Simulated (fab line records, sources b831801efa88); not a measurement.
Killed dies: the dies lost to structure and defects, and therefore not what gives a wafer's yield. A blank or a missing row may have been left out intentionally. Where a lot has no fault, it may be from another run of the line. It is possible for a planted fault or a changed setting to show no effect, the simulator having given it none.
Comparing a struck lot with a sound one    flow sky130    18 steps out of a route of 708
Sound: the wafers L361.1, L361.4, L361.5. Wafers L365.1, L365.2, L365.5 were the ones struck. The cause is named last.
Each step with rows lists, per side, the tool, then ch with its chambers, then its first start. Under that, the readings that differ: sound wafers    struck wafers    difference of the means    sigmas: that difference in standard deviations of wafers without a fault.
alike: words and numbers the same on both sides, and readings whose means are apart by under 2 such deviations; not compared: readings that were withheld, readings missing a value for some wafer, numbers with overlapping values and no deviation given by the record, and bounds like >300 which may hide the same value.
Wherever a step has rows on one side only, a row that says differs or no value, or a row with sigmas, the two part there. Non-overlapping numbers with no deviation appear without sigmas and do not part them. A reading that every wafer of one side lacks parts them only if that side has two wafers or more.

SKY_PWDE_OVL_MEAS_07:
  sound on overlay-02, day 4 01:35; struck on overlay-01, day 5 01:26
  alike: PWDE_OVL
then, 1 step without rows for these wafers: SKY_PWDE_IMPLANT_08.
SKY_PWDE_STRIP_09: strips in O2/N2.
  sound on plasma_asher-04 ch 0,1, day 4 01:46; struck on plasma_asher-02 ch 0,1, day 5 01:37
  alike: drypump_motor_current_A, oes_product_au, strip_time_to_endpoint_s
  not compared: rf_hours_counter_h
SKY_PWDE_TW_MEAS_10:
  sound on film_metro-01, day 4 01:52; struck on film_metro-04, day 5 01:43
  alike: PWDE_TW
then, 7 steps without rows for these wafers: SKY_NWELL_DEHYDRATE_03 (time 60 s); SKY_NWELL_HMDS_04 (prime time 60 s); SKY_NWELL_COAT_05 (resist thk 3000 nm); SKY_NWELL_SOFTBAKE_06; SKY_NWELL_EXPOSE_07 (exposes mask NWM, target cd 840 nm); SKY_NWELL_PEB_08; SKY_NWELL_DEVELOP_09 (develop time 60 s).
SKY_NWELL_OVL_MEAS_10:
  sound on overlay-01, day 4 18:53; struck on overlay-01, day 5 19:13
  alike: NWELL_00_OVL
SKY_NWELL_IMPLANT_11:
  sound on implanter-03 ch 0, day 4 18:55; struck on implanter-04 ch 0, day 5 19:16
reading                    sound              struck             difference  sigmas
implant_ion_amu            31 31 31           75 75 75           +44         
model.implant.rp_nm (nm)   485.7 485.7 485.7  215.9 215.9 215.9  -269.8      
model.implant.drp_nm (nm)  116.9 116.9 116.9  74.43 74.43 74.43  -42.47      
then, 2 steps without rows for these wafers: SKY_NWELL_IMPLANT_12; SKY_NWELL_IMPLANT_13.
SKY_NWELL_STRIP_14: strips in O2/N2.
  sound on plasma_asher-01 ch 0,1, day 4 19:22; struck on plasma_asher-01 ch 0,1, day 5 19:43
  alike: drypump_motor_current_A, oes_product_au, strip_time_to_endpoint_s
  not compared: rf_hours_counter_h
SKY_NWELL_TW_MEAS_15:
  sound on film_metro-04, day 4 19:35; struck on film_metro-04, day 5 20:08
reading   sound           struck          difference  sigmas
NWELL_TW  1824 1821 1833  2834 2836 2816  +1003       +84
  not compared: hold
SKY_PAD_OPEN_PROBE_99:
  sound wafers here have rows in the record (prober-01, day 45 23:11); struck ones have none

WHERE THEY PART
First at SKY_NWELL_TW_MEAS_15; last, within this record, at SKY_PAD_OPEN_PROBE_99.

WHY: the cause the simulator had injected
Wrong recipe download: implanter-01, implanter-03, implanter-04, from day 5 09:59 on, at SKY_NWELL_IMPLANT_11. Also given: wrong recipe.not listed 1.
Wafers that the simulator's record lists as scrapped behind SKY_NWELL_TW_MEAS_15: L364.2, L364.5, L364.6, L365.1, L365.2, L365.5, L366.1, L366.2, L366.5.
